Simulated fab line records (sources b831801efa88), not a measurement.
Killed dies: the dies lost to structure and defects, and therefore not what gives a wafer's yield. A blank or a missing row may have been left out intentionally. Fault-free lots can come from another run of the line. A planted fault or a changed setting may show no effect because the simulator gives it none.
2 desks looking at one fault    flow sky130    every desk sees just its own numbers, and what lay behind them comes last

AT THE TOOL OWNER'S DESK: plasmaAsher-03
The tool's own readings at SKY_DNWELL_STRIP_08 (strips in O2/N2): means of the sampled wafers that have a number, for each lot that ran on this tool. A lot is out of limits, marked OUT, if its mean lies more than 4 standard deviations from the usual mean; the brackets give that distance.
Columns: A = chamberPressureMTorr at SKY_DNWELL_STRIP_08, usual 1499.9 mTorr; B = drypumpMotorCurrentA at SKY_DNWELL_STRIP_08, usual 6.19 A; C = oesProductAu at SKY_DNWELL_STRIP_08, usual 0.722 a.u.; D = stripTimeToEndpointS at SKY_DNWELL_STRIP_08, usual 36.95 s
lot   first seen here  A       B     C      D
L269  day 3 14:13      1499.4  6.26  0.722  37.00
L271  day 4 01:28      1502.4  6.27  0.720  37.21
L277  day 5 08:40      1499.6  6.23  0.724  36.91
L280  day 6 05:07      1498.7  6.27  0.727  36.85
L283  day 6 18:13      1499.2  6.26  0.724  37.00
This desk's verdict: no lot among the 5 shows anything out of limits.

THE METROLOGY DESK
Means of the sampled wafers that have a number, per lot and without regard to the tool the lot ran on: this is what the gauges read. A lot is out of limits, marked OUT, if its mean lies more than 4 standard deviations from the usual mean; the brackets give that distance.
Columns: A = NWELL_OXIDATION_THK at SKY_NWELL_THK_MEAS_02, usual 10.13 nm; B = PWDE_TW at SKY_PWDE_TW_MEAS_10, usual 376.8; C = VT_ADJUST_HVTP_OVL at SKY_VT_ADJUST_HVTP_OVL_MEAS_08, usual -0.3 nm
lot   first seen here  A      B                       C
L267  day 2 09:57      10.11  382.5                   -0.1
L269  day 2 22:10      10.24  375.4                   1.3
L271  day 3 09:04      10.16  376.9                   -0.0
L272  day 3 12:55      10.08  375.0                   -0.1
L275  day 4 08:28      10.05  378.1                   -0.3
L276  day 4 12:52      10.07  376.4                   -2.2
L277  day 4 16:02      10.35  376.3                   -1.6
L279  day 5 01:13      9.95   378.5                   -0.6
L280  day 5 09:52      9.92   375.1                   0.2
L283  day 5 23:38      10.03  374.4                   0.9
L286  day 6 15:58      10.04  30.2 (-99 or more) OUT  0.9
L287  day 6 20:16      9.96   30.2 (-99 or more) OUT  -0.3
L289  day 7 05:07      10.08  375.4                   -1.8
L290  day 7 11:05      10.09  380.4                   -0.3
This desk's finding: out of limits on L286, L287; first on L286, day 8 07:17 (PWDE_TW at SKY_PWDE_TW_MEAS_10). L267, L269, L271, L272, L275, L276, L277, L279, L280, L283, L289, L290: within limits.

ALL TOGETHER
On L286, L287, the metrology desk was in a position to raise an alarm at day 8 07:17.
The desk of the tool owner found nothing out of limits.
The tool owner's desk has no number on record for L286, L287.
Of the lots named, all ran SKY_DNWELL_STRIP_08 on plasmaAsher-03.

WHAT WAS PUT IN BY THE SIMULATOR
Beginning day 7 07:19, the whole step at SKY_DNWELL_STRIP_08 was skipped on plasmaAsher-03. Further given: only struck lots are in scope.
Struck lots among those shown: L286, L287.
Time in hours between the start of the fault and the first out-of-limits reading at each desk: metrology desk, 24.
